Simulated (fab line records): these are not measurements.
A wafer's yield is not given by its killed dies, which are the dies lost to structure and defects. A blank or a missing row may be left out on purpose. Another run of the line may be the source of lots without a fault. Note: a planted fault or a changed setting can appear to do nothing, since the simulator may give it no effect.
Commonality check across tools | flow gf180mcu | Sample size 11 lots and 33 wafers

## WHY THIS WAS OPENED
2 of 11 lots carry a flag on the reading VT_IMPLANT_3_TW at GF_VT_IMPLANT_TW_MEAS_32. No-fault wafers: 267.5, standard deviation 1.7.
Rule: flag the lot when none of its wafers has a number, or when each of its wafers that has one lies beyond 4 standard deviations from that mean. All remaining lots are regarded as sound.

lot  | measured     | on            | VT_IMPLANT_3_TW, wafer by wafer | flag
L950 | day 7 17:59  | film_metro-04 | 266.5 266.5 266.7               |
L951 | day 7 23:02  | film_metro-01 | 266.3 263.9 265.6               |
L952 | day 8 07:32  | film_metro-04 | 29.7 29.9 29.7                  | FLAGGED
L953 | day 8 17:32  | film_metro-04 | 29.8 29.9 29.9                  | FLAGGED
L961 | day 10 17:02 | film_metro-04 | 266.6 266.1 265.9               |
L962 | day 10 23:47 | film_metro-03 | 268.8 267.8 268.9               |
L964 | day 11 11:05 | film_metro-03 | 268.5 270.8 270.1               |
L965 | day 11 17:29 | film_metro-01 | 269.2 266.8 267.8               |
L966 | day 12 00:59 | film_metro-03 | 268.9 270.3 269.7               |
L967 | day 12 06:34 | film_metro-03 | 268.2 268.2 267.4               |
L970 | day 13 04:53 | film_metro-04 | 265.9 266.2 266.3               |
Averaged over the flagged lots the numbers come to 29.8, -237.7 from the usual (-99 or more standard deviations).

## LOT BY LOT: THE TOOL USED
Before the reading, the record contains 3 process steps out of a 602-step route. Every cell lists first the tool, next ch and the chambers used by the sampled wafers, and last the start.
lot  | flag    | GF_STI_CMP_25                | GF_VT_IMPLANT_STRIP_20               | GF_VT_IMPLANT_STRIP_31
L950 |         | cmp-01 ch 0,2,3, day 2 19:24 | plasma_asher-02 ch 0,1, day 7 02:02  | plasma_asher-02 ch 0,1, day 7 17:53
L951 |         | cmp-02 ch 0,2,3, day 2 23:58 | plasma_asher-04 ch 0,1, day 7 06:23  | plasma_asher-02 ch 0,1, day 7 22:56
L952 | FLAGGED | cmp-02 ch 0,1,2, day 3 05:07 | plasma_asher-04 ch 1, day 7 14:44    | plasma_asher-04 ch 0, day 8 07:26
L953 | FLAGGED | cmp-01 ch 0,2,3, day 3 14:47 | plasma_asher-04 ch 0,1, day 8 01:08  | plasma_asher-01 ch 0,1, day 8 17:26
L961 |         | cmp-02 ch 1,2,3, day 5 03:37 | plasma_asher-01 ch 0,1, day 9 22:56  | plasma_asher-02 ch 0,1, day 10 16:56
L962 |         | cmp-01 ch 1,2,3, day 5 09:24 | plasma_asher-01 ch 0,1, day 10 05:08 | plasma_asher-01 ch 0,1, day 10 23:41
L964 |         | cmp-02 ch 2,3, day 5 19:02   | plasma_asher-01 ch 0,1, day 10 16:41 | plasma_asher-04 ch 0,1, day 11 10:59
L965 |         | cmp-01 ch 0,1,3, day 6 00:35 | plasma_asher-04 ch 0,1, day 10 23:32 | plasma_asher-04 ch 0,1, day 11 17:23
L966 |         | cmp-02 ch 0,1,3, day 6 06:03 | plasma_asher-02 ch 0,1, day 11 06:08 | plasma_asher-04 ch 0,1, day 12 00:53
L967 |         | cmp-02 ch 1,2, day 6 11:14   | plasma_asher-04 ch 0,1, day 11 11:58 | plasma_asher-02 ch 0,1, day 12 06:28
L970 |         | cmp-02 ch 0,3, day 7 03:53   | plasma_asher-01 ch 0,1, day 12 08:59 | plasma_asher-01 ch 0,1, day 13 04:47
These steps, and what they do:
- GF_STI_CMP_25: polishes, stops on Si3N4, t overpolish 33 s, target thk 524.6 nm.
- GF_VT_IMPLANT_STRIP_20: strips in O2/N2.
- GF_VT_IMPLANT_STRIP_31: strips in O2/N2.
- GF_VT_IMPLANT_TW_MEAS_32

## FLAGGED OVER TOTAL, TOOL BY TOOL (the gauges that took the reading come last)
step                     | tool            | lots run | flagged | share of the flagged lots | sound lots run after its first flagged lot
GF_STI_CMP_25            | cmp-01          | 4        | 1       | some                      | 2 (L962,L965)
GF_STI_CMP_25            | cmp-02          | 7        | 1       | some                      | 5 (L961,L964,L966,L967,L970)
GF_VT_IMPLANT_STRIP_20   | plasma_asher-01 | 4        | 0       | none                      | -
GF_VT_IMPLANT_STRIP_20   | plasma_asher-02 | 2        | 0       | none                      | -
GF_VT_IMPLANT_STRIP_20   | plasma_asher-04 | 5        | 2       | all                       | 2 (L965,L967)
GF_VT_IMPLANT_STRIP_31   | plasma_asher-01 | 3        | 1       | some                      | 2 (L962,L970)
GF_VT_IMPLANT_STRIP_31   | plasma_asher-02 | 4        | 0       | none                      | -
GF_VT_IMPLANT_STRIP_31   | plasma_asher-04 | 4        | 1       | some                      | 3 (L964,L965,L966)
GF_VT_IMPLANT_TW_MEAS_32 | film_metro-01   | 2        | 0       | none                      | -
GF_VT_IMPLANT_TW_MEAS_32 | film_metro-03   | 4        | 0       | none                      | -
GF_VT_IMPLANT_TW_MEAS_32 | film_metro-04   | 5        | 2       | all                       | 2 (L961,L970)

## THE TABLE: WHAT IT ALLOWS
In 2 table rows, all flagged lots were run: plasma_asher-04 (GF_VT_IMPLANT_STRIP_20), film_metro-04 (GF_VT_IMPLANT_TW_MEAS_32).
- plasma_asher-04 at GF_VT_IMPLANT_STRIP_20 ran 5 lots, 2 of them flagged. Sound lots ran on it after the first flagged one (L965, L967), which a lasting fault on the whole tool wouldn't allow. On the flagged lots its readings are blank where sound lots have values: chamber_pressure_mTorr, drypump_motor_current_A, heater_power_w, oes_product_au and 1 more.
- film_metro-04 at GF_VT_IMPLANT_TW_MEAS_32 ran 5 lots, 2 of them flagged. Sound lots ran on it after the first flagged one (L961, L970), which a lasting fault on the whole tool wouldn't allow.
None of the table's rows ran every flagged lot and, after the first, no sound lot.

## WHAT WAS PUT IN BY THE SIMULATOR
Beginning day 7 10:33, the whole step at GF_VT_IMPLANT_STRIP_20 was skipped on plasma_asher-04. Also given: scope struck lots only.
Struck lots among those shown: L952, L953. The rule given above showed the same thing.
